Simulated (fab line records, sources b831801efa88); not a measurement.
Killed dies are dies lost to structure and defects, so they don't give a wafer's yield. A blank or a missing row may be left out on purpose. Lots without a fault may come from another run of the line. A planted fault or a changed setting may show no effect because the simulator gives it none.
Chamber matching | flow gf180mcu | GF_PASSIVATION_CVD_00 on pecvd-02: 3 sister chambers
The step deposits SiO2 from TEOS, target thk 1000 nm, time 111.95 s. 3 wafers are shown with their chamber, then 8 later ones without.

WAFERS WITH THEIR CHAMBER
wafer  | chamber | heater_power_w (W)
L826.4 | 0       | 559
L826.6 | 2       | 768
L828.4 | 1       | 697

WAFERS WITHOUT THEIR CHAMBER
wafer  | heater_power_w (W)
L828.5 | 471
L828.6 | 661
L831.2 | 596
L831.4 | 484
L831.6 | 632
L832.2 | 607
L832.5 | 464
L832.6 | 624

WHICH CHAMBER EACH WENT THROUGH
wafer  | from the rows above          | in truth
L828.5 | 0                            | 0
L828.6 | can't be placed: 1 or 0 or 2 | 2
L831.2 | can't be placed: 0 or 1      | 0
L831.4 | 0                            | 0
L831.6 | can't be placed: 1 or 0 or 2 | 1
L832.2 | can't be placed: 0 or 1 or 2 | 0
L832.5 | 0                            | 0
L832.6 | can't be placed: 0 or 1 or 2 | 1
Placed correctly: 3 of 8. Can't be placed from these rows: 5 (the true chamber is among the candidates in 5). Placed wrongly: 0.
How it was worked out, from the rows above alone: a wafer's distance from a chamber is the root of the sum, over the readings, of the square of ((its reading less the chamber's mean) divided by the reading's scatter). The wafer belongs to the nearest chamber; if the next one is less than 2 further off, it can't be placed. A chamber's mean is the mean of its shown wafers. The scatter: with one shown wafer a chamber, the root of the mean of the squares of how far each hidden wafer lies from its nearest shown one.
